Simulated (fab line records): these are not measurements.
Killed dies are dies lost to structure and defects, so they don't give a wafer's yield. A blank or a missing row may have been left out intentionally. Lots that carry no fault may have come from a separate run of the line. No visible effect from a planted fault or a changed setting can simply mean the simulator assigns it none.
fab line records	flow sky130
record: lots: 24	wafers: 72	last-day: 50
route steps=708 shown VT_ADJUST_HVTP@95 SD_N@350 METAL1@435 VIA1@482 METAL4@599 PAD_OPEN@707
lots that met no fault: taken from a fault-free run of the same line
start-h: hours from the record's first day to the start of the lot's first wafer shown	wait-h: hours from the lot's prior step to this one	" the same as in the row above	L1.1+2: a row that stands for several wafers	- either no value or no given start	* or withheld: withheld	< > ~ a bound
route shown NAME@n: a module of which the file shows steps, and the number in the route of the first	usual: mean/standard deviation of fault-free wafers	same: alike in all rows	chamber/n: place in a boat	sites: each site's reading	_std_site: their standard deviation	_edge_site: outer sites' mean less inner sites'	radius-mm: how far each site lies from the wafer's centre	mask NAME#n: copy n	behind: the tool/chamber that last shaped the wafer	hold: the reason the lot was held/the length of the hold in hours/how it ended	device: the n, p or np transistor that did not switch	end of line: at the end of the route, the tests of the same wafers	where a step has no rows: the recipe by itself	killed: at the first sort, the dies lost to defects and structure; wafer yield is something else	map: a wafer's dies, x killed, . not, _ none there
set.NAME: the setting that was run; set.NAME@STEP: the one run at that earlier step	model.NAME: the simulator's own value behind a step, which no gauge read
steps of the route over a sample of lots; a table a step, a row a wafer
services: when a tool's chamber went out of use (start-h, in hours from the record's first day, below 0 if earlier), for how many hours, and the reason
== steps ==
step: SKY_VT_ADJUST_HVTP_STRIP_10
recipe: chemistry: O2/N2	power-w: 1400	pressure-mtorr: 1500	platen-temp-c: withheld	o2-flow-sccm: 3000	n2-flow-sccm: 300	overash-fraction: 0.5
usual: drypump-motor-current-A: 5.5/0.36	oes-product-au: 0.715/0.0049	strip-time-to-endpoint-s: 14.19/0.039
lot.wafer	tool	chamber	start-h	wait-h	drypump-motor-current-A	oes-product-au	rf-hours-counter-h	strip-time-to-endpoint-s
L074.2	plasma-asher-02	0	126.09	0.1	5.7	0.714	43	14.23
L074.3	"	1	"	"	5.4	0.720	-	14.23
L074.4	"	0	"	"	5.7	0.708	-	14.29
L075.2	plasma-asher-02	1	129.69	0.1	5.4	0.710	44	14.15
L075.4	"	0	"	"	5.7	0.712	-	14.18
L075.5	"	0	"	"	5.7	0.723	-	14.19
L076.1	plasma-asher-02	1	137.79	0.1	5.4	0.721	44	14.16
L076.2	"	0	"	"	5.7	0.716	44	14.13
L076.4	"	1	"	"	5.4	0.713	-	14.22
L077.2	plasma-asher-01	0	149.39	0.1	5.3	0.711	44	14.19
L077.3	"	0	"	"	5.3	0.707	-	14.18
L077.4	"	1	"	"	5.3	0.712	-	14.19
L078.2	plasma-asher-01	0	152.14	0.1	5.2	0.722	44	14.24
L078.3	"	0	"	"	5.2	0.714	-	14.23
L078.6	"	0	"	"	5.2	0.708	-	14.22
L079.1	plasma-asher-01	0	158.93	0.1	5.2	0.717	45	14.22
L079.4	"	0	"	"	5.2	0.713	-	14.20
L079.5	"	0	"	"	5.3	0.722	-	14.25
L080.2	plasma-asher-02	1	164.54	0.1	5.4	0.719	47	14.18
L080.4	"	1	"	"	5.4	0.714	-	14.20
L080.6	"	0	"	"	5.7	0.709	-	14.19
L081.1	plasma-asher-01	1	165.54	0.1	5.3	0.717	45	14.16
L081.3	"	0	"	"	5.2	0.719	-	14.11
L081.4	"	1	"	"	5.3	0.712	-	14.17
L082.1	plasma-asher-02	1	174.89	0.1	5.4	0.715	48	14.11
L082.3	"	1	"	"	5.4	0.722	-	14.18
L082.4	"	0	"	"	5.7	0.720	-	14.16
L083.1	plasma-asher-02	1	184.09	0.1	5.4	0.710	49	14.16
L083.2	"	0	"	"	5.7	0.714	49	14.24
L083.5	"	1	"	"	5.4	0.711	-	14.18
L084.1	plasma-asher-02	0	185.64	0.1	5.7	0.704	49	14.17
L084.3	"	0	"	"	5.7	0.718	-	14.20
L084.6	"	0	"	"	5.7	0.725	-	14.17
L085.3	plasma-asher-03	0	194.86	0.1	5.9	0.714	-	14.16
L085.5	"	1	"	"	6.7	0.711	-	14.17
L085.6	"	0	"	"	5.9	0.709	-	14.20
L086.1	plasma-asher-02	0	200.21	0.1	5.7	0.722	51	14.16
L086.3	"	0	"	"	5.7	0.722	-	14.14
L086.4	"	1	"	"	5.4	0.714	-	14.11
L087.3	plasma-asher-01	0	203.02	0.1	5.2	0.711	-	14.14
L087.5	"	0	"	"	5.3	0.719	-	14.12
L087.6	"	1	"	"	5.3	0.707	-	14.19
L088.2	plasma-asher-01	0	212.36	0.1	5.3	0.714	50	14.21
L088.3	"	0	"	"	5.2	0.712	-	14.20
L088.6	"	1	"	"	5.3	0.710	-	14.17
L089.1	plasma-asher-02	0	217.59	0.1	5.7	0.714	53	14.23
L089.2	"	1	"	"	5.4	0.707	53	14.23
L089.5	"	1	"	"	5.4	0.707	-	14.17
L090.1	plasma-asher-03	0	225.84	0.1	5.9	0.717	12	14.11
L090.3	"	1	"	"	6.7	0.718	-	14.15
L090.6	"	1	"	"	6.7	0.709	-	14.13
L091.2	plasma-asher-02	1	230.56	0.1	5.4	0.716	55	14.15
L091.3	"	1	"	"	5.4	0.714	-	14.18
L091.6	"	1	"	"	5.4	0.710	-	14.16
L092.1	plasma-asher-01	0	238.39	0.1	5.3	0.707	53	14.19
L092.4	"	0	"	"	5.2	0.729	-	14.20
L092.6	"	0	"	"	5.2	0.722	-	14.21
L093.2	plasma-asher-02	0	245.64	0.1	5.7	0.718	58	14.23
L093.4	"	1	"	"	5.4	0.720	-	14.21
L093.5	"	0	"	"	5.7	0.710	-	14.22
L094.2	plasma-asher-01	1	254.04	0.1	5.3	0.717	56	14.19
L094.5	"	1	"	"	5.3	0.721	-	14.18
L094.6	"	0	"	"	5.3	0.718	-	14.23
L095.2	plasma-asher-03	0	259.29	0.1	5.9	0.719	15	14.24
L095.4	"	0	"	"	5.9	0.709	-	14.23
L095.5	"	1	"	"	6.6	0.711	-	14.24
L096.3	plasma-asher-01	0	264.32	0.1	5.3	0.714	-	14.15
L096.4	"	1	"	"	5.3	0.725	-	14.07
L096.5	"	0	"	"	5.3	0.716	-	14.14
L097.1	plasma-asher-01	0	270.71	0.1	5.2	0.710	59	14.15
L097.4	"	1	"	"	5.3	0.713	-	14.21
L097.6	"	1	"	"	5.3	0.714	-	14.17
step: SKY_SD_N_OVL_MEAS_08
usual: SD_N_OVL: 0.3/1.5
lot.wafer	tool	chamber	start-h	wait-h	SD_N_OVL[nm]
L074.2	overlay-01	-	654.48	0.1	2.8
L074.3	"	-	"	"	2.1
L074.4	"	-	"	"	2.9
L075.2	overlay-02	-	659.58	0.1	0.7
L075.4	"	-	"	"	-0.9
L075.5	"	-	"	"	0.5
L076.1	overlay-02	-	678.78	0.1	2.6
L076.2	"	-	"	"	1.3
L076.4	"	-	"	"	2.0
L077.2	overlay-02	-	680.86	0.1	-0.8
L077.3	"	-	"	"	-0.4
L077.4	"	-	"	"	-0.9
L078.2	overlay-01	-	695.54	0.1	-0.5
L078.3	"	-	"	"	1.7
L078.6	"	-	"	"	1.6
L079.1	overlay-02	-	702.73	0.1	-0.7
L079.4	"	-	"	"	-1.1
L079.5	"	-	"	"	-1.5
L081.1	overlay-02	-	706.98	0.1	2.2
L081.3	"	-	"	"	1.0
L081.4	"	-	"	"	0.1
L080.2	overlay-01	-	708.19	0.1	-1.0
L080.4	"	-	"	"	0.4
L080.6	"	-	"	"	1.8
L082.1	overlay-01	-	723.53	0.1	0.5
L082.3	"	-	"	"	3.1
L082.4	"	-	"	"	-0.7
L083.1	overlay-01	-	728.08	0.1	-1.3
L083.2	"	-	"	"	-1.0
L083.5	"	-	"	"	-1.2
L084.1	overlay-02	-	731.33	0.1	-0.1
L084.3	"	-	"	"	-2.2
L084.6	"	-	"	"	-1.5
L085.3	overlay-01	-	748.21	0.1	-0.1
L085.5	"	-	"	"	-0.7
L085.6	"	-	"	"	-0.4
L086.1	overlay-02	-	754.18	0.1	-0.8
L086.3	"	-	"	"	0.9
L086.4	"	-	"	"	0.6
L087.3	overlay-02	-	759.10	0.1	-0.4
L087.5	"	-	"	"	-0.6
L087.6	"	-	"	"	-0.7
L088.2	overlay-02	-	762.88	0.1	-2.7
L088.3	"	-	"	"	-1.1
L088.6	"	-	"	"	-1.0
L089.1	overlay-01	-	769.95	0.1	-0.9
L089.2	"	-	"	"	-1.0
L089.5	"	-	"	"	0.3
L090.1	overlay-02	-	778.48	0.1	0.6
L090.3	"	-	"	"	0.3
L090.6	"	-	"	"	-1.4
L091.2	overlay-01	-	785.83	0.1	0.1
L091.3	"	-	"	"	0.2
L091.6	"	-	"	"	-1.0
L092.1	overlay-02	-	797.63	0.1	1.5
L092.4	"	-	"	"	1.0
L092.6	"	-	"	"	2.1
L093.2	overlay-02	-	799.68	0.1	1.6
L093.4	"	-	"	"	2.8
L093.5	"	-	"	"	2.2
L095.2	overlay-02	-	815.36	0.1	1.9
L095.4	"	-	"	"	0.6
L095.5	"	-	"	"	1.4
L094.2	overlay-01	-	816.14	0.1	3.5
L094.5	"	-	"	"	4.0
L094.6	"	-	"	"	2.7
L096.3	overlay-01	-	820.07	0.1	-0.3
L096.4	"	-	"	"	0.6
L096.5	"	-	"	"	0.5
L097.1	overlay-02	-	822.43	0.1	-1.8
L097.4	"	-	"	"	-1.0
L097.6	"	-	"	"	-1.1
step: SKY_METAL1_SPUTTER_01
recipe: material: TiN	target-thk-nm: 20	power-w: 6500	time-s: 16.7	chamber-pressure-pa: 0.4
usual: throttle-valve-pct: 29.9/1.1
lot.wafer	tool	chamber	start-h	wait-h	throttle-valve-pct
L074.2	pvd-sputter-03	-	743.17	0.0	28.5
L074.3	"	-	"	"	30.1
L074.4	"	-	"	"	30.5
L075.2	pvd-sputter-01	-	750.17	0.0	30.0
L075.4	"	-	"	"	27.2
L075.5	"	-	"	"	27.5
L076.1	pvd-sputter-02	-	767.84	0.0	29.4
L076.2	"	-	"	"	28.7
L076.4	"	-	"	"	31.4
L077.2	pvd-sputter-03	-	770.40	0.0	30.1
L077.3	"	-	"	"	28.5
L077.4	"	-	"	"	30.3
L078.2	pvd-sputter-03	-	784.28	0.0	28.4
L078.3	"	-	"	"	30.0
L078.6	"	-	"	"	29.9
L079.1	pvd-sputter-02	-	791.38	0.0	28.8
L079.4	"	-	"	"	30.1
L079.5	"	-	"	"	31.1
L081.1	pvd-sputter-01	-	795.31	0.0	31.4
L081.3	"	-	"	"	27.6
L081.4	"	-	"	"	31.1
L080.2	pvd-sputter-02	-	795.84	0.0	31.2
L080.4	"	-	"	"	30.3
L080.6	"	-	"	"	31.2
L082.1	pvd-sputter-01	-	810.63	0.0	27.6
L082.3	"	-	"	"	31.7
L082.4	"	-	"	"	31.6
L083.1	pvd-sputter-03	-	815.91	0.0	30.5
L083.2	"	-	"	"	28.5
L083.5	"	-	"	"	30.1
L084.1	pvd-sputter-03	-	818.39	0.0	30.2
L084.3	"	-	"	"	30.1
L084.6	"	-	"	"	28.6
L085.3	pvd-sputter-01	-	834.32	0.0	31.6
L085.5	"	-	"	"	31.2
L085.6	"	-	"	"	27.5
L086.1	pvd-sputter-01	-	839.37	0.0	27.9
L086.3	"	-	"	"	31.4
L086.4	"	-	"	"	30.0
L087.3	pvd-sputter-02	-	846.50	0.0	30.4
L087.5	"	-	"	"	30.3
L087.6	"	-	"	"	31.1
L088.2	pvd-sputter-02	-	847.92	0.0	29.0
L088.3	"	-	"	"	29.4
L088.6	"	-	"	"	29.0
L089.1	pvd-sputter-01	-	854.54	0.0	27.5
L089.2	"	-	"	"	31.5
L089.5	"	-	"	"	31.0
L090.1	pvd-sputter-03	-	863.57	0.0	28.6
L090.3	"	-	"	"	30.4
L090.6	"	-	"	"	30.3
L091.2	pvd-sputter-02	-	871.01	0.0	30.3
L091.3	"	-	"	"	29.4
L091.6	"	-	"	"	31.2
L092.1	pvd-sputter-03	-	883.44	0.0	30.2
L092.4	"	-	"	"	29.9
L092.6	"	-	"	"	30.4
L093.2	pvd-sputter-02	-	884.15	0.0	29.4
L093.4	"	-	"	"	30.0
L093.5	"	-	"	"	28.7
L095.2	pvd-sputter-01	-	899.62	0.0	30.0
L095.4	"	-	"	"	31.6
L095.5	"	-	"	"	29.8
L094.2	pvd-sputter-02	-	900.24	0.0	29.0
L094.5	"	-	"	"	28.9
L094.6	"	-	"	"	29.6
L096.3	pvd-sputter-03	-	903.77	0.0	30.3
L096.4	"	-	"	"	28.6
L096.5	"	-	"	"	30.1
L097.1	pvd-sputter-02	-	906.62	0.0	31.3
L097.4	"	-	"	"	29.6
L097.6	"	-	"	"	28.9
step: SKY_VIA1_CMP_24
recipe: stop-on: SiO2	t-overpolish-s: 15	down-force-psi: 3.5	platen-rpm: 60	target-thk-nm: 0	pad-velocity-m-s: 0.94248
usual: motor-current-A: 11.0/0.66	overpolish-run-s: 15.000/0.0094	time-to-endpoint-s: 65/4.4
lot.wafer	tool	chamber	start-h	wait-h	motor-current-A	overpolish-run-s	time-to-endpoint-s
L074.3	cmp-01	1	800.98	0.0	11.3	14.993	57
L074.2	"	3	"	"	11.3	14.996	72
L074.4	"	0	"	"	11.4	15.016	66
L075.2	cmp-02	0	806.68	0.0	12.6	15.000	65
L075.4	"	3	"	"	10.1	14.992	57
L075.5	"	1	"	"	10.2	14.990	56
L076.1	cmp-01	1	824.26	0.1	11.2	14.991	63
L076.4	"	2	"	"	10.6	15.003	69
L076.2	"	3	"	"	11.4	15.007	71
L077.4	cmp-01	1	826.27	0.0	11.1	14.998	66
L077.3	"	2	"	"	11.1	14.988	69
L077.2	"	3	"	"	10.8	15.009	73
L078.2	cmp-02	2	840.04	0.0	10.8	15.016	62
L078.3	"	3	"	"	10.5	15.001	61
L078.6	"	2	"	"	11.7	15.002	63
L079.4	cmp-01	2	847.18	0.0	10.5	14.997	68
L079.1	"	1	"	"	11.6	14.988	62
L079.5	"	3	"	"	10.6	14.994	69
L081.4	cmp-02	1	850.61	0.0	9.8	15.001	62
L081.1	"	2	"	"	10.7	14.997	64
L081.3	"	3	"	"	10.1	14.990	63
L080.4	cmp-01	0	851.76	0.1	11.6	15.007	71
L080.2	"	1	"	"	11.0	15.010	64
L080.6	"	3	"	"	10.6	15.004	74
L082.1	cmp-02	2	865.07	0.1	11.0	14.996	62
L082.4	"	0	"	"	12.1	14.993	65
L082.3	"	1	"	"	10.6	14.998	58
L083.1	cmp-02	2	870.43	0.1	11.3	15.009	62
L083.2	"	0	"	"	11.8	14.993	64
L083.5	"	2	"	"	10.9	14.989	60
L084.3	cmp-01	1	873.98	0.0	11.9	14.990	58
L084.1	"	0	"	"	11.4	14.991	66
L084.6	"	1	"	"	11.7	15.021	60
L085.3	cmp-02	0	888.56	0.3	12.0	15.006	69
L085.5	"	1	"	"	10.4	14.988	63
L085.6	"	2	"	"	10.5	15.010	67
L086.3	cmp-01	2	894.19	0.0	11.3	15.010	71
L086.1	"	3	"	"	11.1	14.999	74
L086.4	"	0	"	"	11.7	14.990	71
L087.3	cmp-02	2	900.68	0.2	10.6	15.002	67
L087.6	"	3	"	"	10.0	15.006	64
L087.5	"	0	"	"	11.5	15.006	68
L088.3	cmp-01	3	903.01	0.0	10.7	15.005	67
L088.2	"	0	"	"	11.2	14.983	67
L088.6	"	0	"	"	11.9	14.985	67
L089.1	cmp-01	0	909.05	0.1	11.8	15.010	69
L089.2	"	2	"	"	10.9	15.013	69
L089.5	"	3	"	"	10.9	14.997	72
L090.1	cmp-01	2	918.33	0.1	11.0	14.986	67
L090.3	"	0	"	"	11.6	15.009	62
L090.6	"	2	"	"	11.2	14.989	63
L091.2	cmp-01	1	925.39	0.1	11.1	15.001	61
L091.3	"	2	"	"	11.2	15.016	70
L091.6	"	2	"	"	11.0	15.008	72
L092.4	cmp-01	1	937.17	0.3	11.0	14.983	59
L092.1	"	2	"	"	11.2	15.002	68
L092.6	"	2	"	"	11.0	15.002	64
L093.2	cmp-01	1	937.52	0.3	11.4	14.976	59
L093.4	"	2	"	"	10.1	14.993	70
L093.5	"	1	"	"	11.5	14.991	60
L095.2	cmp-02	3	953.32	2.4	9.8	14.996	63
L095.4	"	0	"	"	12.0	15.016	70
L095.5	"	2	"	"	10.9	14.993	68
L094.2	cmp-02	1	954.17	1.5	9.5	15.014	61
L094.5	"	1	"	"	10.3	15.008	61
L094.6	"	2	"	"	11.0	15.002	62
L096.4	cmp-01	1	956.82	1.1	11.2	15.015	60
L096.3	"	2	"	"	10.9	15.000	70
L096.5	"	3	"	"	10.6	14.982	72
L097.4	cmp-02	2	959.38	0.1	11.4	14.986	63
L097.1	"	0	"	"	12.4	14.988	65
L097.6	"	2	"	"	10.7	14.999	66
step: SKY_METAL4_SPUTTER_01
recipe: material: TiN	target-thk-nm: 20	power-w: 6500	time-s: 16.7	chamber-pressure-pa: 0.4
usual: throttle-valve-pct: 29.7/0.73
lot.wafer	tool	chamber	start-h	wait-h	throttle-valve-pct
L074.2	pvd-sputter-04	-	938.10	0.0	29.5
L074.3	"	-	"	"	29.5
L074.4	"	-	"	"	28.9
L075.2	pvd-sputter-02	-	945.24	0.0	31.2
L075.4	"	-	"	"	28.8
L075.5	"	-	"	"	31.0
L076.1	pvd-sputter-03	-	959.74	0.0	30.3
L076.2	"	-	"	"	28.7
L076.4	"	-	"	"	29.9
L077.2	pvd-sputter-03	-	963.02	0.0	30.3
L077.3	"	-	"	"	30.0
L077.4	"	-	"	"	28.5
L078.2	pvd-sputter-04	-	974.85	0.0	29.4
L078.3	"	-	"	"	29.1
L078.6	"	-	"	"	29.1
L079.1	pvd-sputter-03	-	981.22	0.0	30.1
L079.4	"	-	"	"	28.5
L079.5	"	-	"	"	30.2
L081.1	pvd-sputter-02	-	982.52	0.0	30.9
L081.3	"	-	"	"	29.6
L081.4	"	-	"	"	29.0
L080.2	pvd-sputter-03	-	984.57	0.0	30.1
L080.4	"	-	"	"	28.7
L080.6	"	-	"	"	30.0
L082.1	pvd-sputter-04	-	995.94	0.0	29.8
L082.3	"	-	"	"	29.5
L082.4	"	-	"	"	29.5
L083.1	pvd-sputter-04	-	1000.97	0.0	29.9
L083.2	"	-	"	"	29.2
L083.5	"	-	"	"	29.4
L084.1	pvd-sputter-04	-	1005.26	0.0	29.2
L084.3	"	-	"	"	29.0
L084.6	"	-	"	"	28.7
L085.3	pvd-sputter-03	-	1017.20	0.0	28.4
L085.5	"	-	"	"	28.6
L085.6	"	-	"	"	30.0
L086.1	pvd-sputter-02	-	1023.39	0.0	29.9
L086.3	"	-	"	"	28.9
L086.4	"	-	"	"	28.9
L087.3	pvd-sputter-02	-	1030.59	0.0	30.4
L087.5	"	-	"	"	30.5
L087.6	"	-	"	"	29.8
L088.2	pvd-sputter-04	-	1031.26	0.0	29.4
L088.3	"	-	"	"	29.2
L088.6	"	-	"	"	28.9
L089.1	pvd-sputter-02	-	1038.27	0.0	31.2
L089.2	"	-	"	"	28.9
L089.5	"	-	"	"	29.6
L090.1	pvd-sputter-03	-	1045.21	0.0	30.0
L090.3	"	-	"	"	30.5
L090.6	"	-	"	"	30.0
L091.2	pvd-sputter-04	-	1052.51	0.0	29.7
L091.3	"	-	"	"	29.4
L091.6	"	-	"	"	29.7
L092.1	pvd-sputter-02	-	1061.46	0.0	28.9
L092.4	"	-	"	"	30.2
L092.6	"	-	"	"	28.9
L093.2	pvd-sputter-02	-	1062.71	0.0	31.3
L093.4	"	-	"	"	28.9
L093.5	"	-	"	"	28.5
L095.2	pvd-sputter-02	-	1074.67	0.0	29.4
L095.4	"	-	"	"	30.4
L095.5	"	-	"	"	30.9
L094.2	pvd-sputter-04	-	1077.53	0.0	29.5
L094.5	"	-	"	"	29.8
L094.6	"	-	"	"	29.5
L096.3	pvd-sputter-02	-	1079.22	0.0	29.5
L096.4	"	-	"	"	29.9
L096.5	"	-	"	"	28.9
L097.1	pvd-sputter-02	-	1080.74	0.0	30.4
L097.4	"	-	"	"	28.7
L097.6	"	-	"	"	30.3
step: SKY_PAD_OPEN_BOW_MEAS_13
recipe: mode: bow
usual: PAD_OPEN_BOW: 46/9.4
lot.wafer	tool	chamber	start-h	wait-h	PAD_OPEN_BOW[um]
L074.2	film-metro-02	-	1083.04	-	32
L074.3	"	-	"	"	44
L074.4	"	-	"	"	43
L075.2	film-metro-04	-	1088.22	-	51
L075.4	"	-	"	"	48
L075.5	"	-	"	"	48
L076.1	film-metro-02	-	1102.66	-	46
L076.2	"	-	"	"	45
L076.4	"	-	"	"	48
L077.2	film-metro-02	-	1105.00	-	39
L077.3	"	-	"	"	38
L077.4	"	-	"	"	56
L078.2	film-metro-04	-	1114.56	-	52
L078.3	"	-	"	"	25
L078.6	"	-	"	"	42
L079.1	film-metro-04	-	1119.90	-	63
L079.4	"	-	"	"	48
L079.5	"	-	"	"	47
L081.1	film-metro-02	-	1122.52	-	47
L081.3	"	-	"	"	54
L081.4	"	-	"	"	47
L080.2	film-metro-04	-	1123.15	-	40
L080.4	"	-	"	"	50
L080.6	"	-	"	"	39
L082.1	film-metro-04	-	1133.13	-	58
L082.3	"	-	"	"	53
L082.4	"	-	"	"	57
L083.1	film-metro-02	-	1137.16	-	46
L083.2	"	-	"	"	52
L083.5	"	-	"	"	42
L084.1	film-metro-04	-	1140.46	-	53
L084.3	"	-	"	"	49
L084.6	"	-	"	"	46
L085.3	film-metro-01	-	1149.41	-	43
L085.5	"	-	"	"	45
L085.6	"	-	"	"	53
L086.1	film-metro-01	-	1152.69	-	37
L086.3	"	-	"	"	42
L086.4	"	-	"	"	43
L087.3	film-metro-02	-	1160.15	-	49
L087.5	"	-	"	"	43
L087.6	"	-	"	"	48
L088.2	film-metro-02	-	1160.80	-	41
L088.3	"	-	"	"	38
L088.6	"	-	"	"	33
L089.1	film-metro-02	-	1167.28	-	50
L089.2	"	-	"	"	59
L089.5	"	-	"	"	57
L090.1	film-metro-01	-	1171.53	-	46
L090.3	"	-	"	"	48
L090.6	"	-	"	"	41
L091.2	film-metro-02	-	1176.83	-	34
L091.3	"	-	"	"	51
L091.6	"	-	"	"	46
L092.1	film-metro-01	-	1183.11	-	42
L092.4	"	-	"	"	37
L092.6	"	-	"	"	28
L093.2	film-metro-02	-	1186.08	-	39
L093.4	"	-	"	"	29
L093.5	"	-	"	"	33
L095.2	film-metro-04	-	1193.08	-	37
L095.4	"	-	"	"	45
L095.5	"	-	"	"	27
L094.2	film-metro-01	-	1195.49	-	45
L094.5	"	-	"	"	34
L094.6	"	-	"	"	50
L096.3	film-metro-04	-	1197.48	-	53
L096.4	"	-	"	"	59
L096.5	"	-	"	"	62
L097.1	film-metro-04	-	1198.35	-	74
L097.4	"	-	"	"	58
L097.6	"	-	"	"	63
== services ==
tool	chamber	start-h	hours	kind
pvd-sputter-03	-	113.32	1.8	repair
cmp-01	-	270.57	0.4	repair
pvd-sputter-02	-	279.38	0.7	repair
pvd-sputter-03	-	298.81	2.3	repair
cmp-01	-	299.84	9.5	pm
cmp-01	-	314.32	2.0	repair
cmp-01	-	332.99	6.0	pm
cmp-01	-	345.77	5.1	pm
pvd-sputter-02	-	348.55	1.2	repair
cmp-01	-	367.77	1.2	repair
pvd-sputter-02	-	397.46	0.5	repair
cmp-01	-	404.21	4.0	pm
cmp-01	-	456.87	30.2	repair
pvd-sputter-02	-	461.22	1.4	repair
pvd-sputter-03	-	521.79	13.1	repair
cmp-01	-	525.06	1.9	repair
pvd-sputter-03	-	537.44	1.7	repair
pvd-sputter-02	-	542.30	1.5	repair
pvd-sputter-03	-	556.62	1.0	repair
cmp-01	-	568.25	0.6	repair
cmp-01	-	598.96	1.3	repair
pvd-sputter-02	-	600.66	0.9	repair
pvd-sputter-03	-	607.15	3.3	repair
cmp-01	-	667.93	1.5	repair
== key ==
fault none
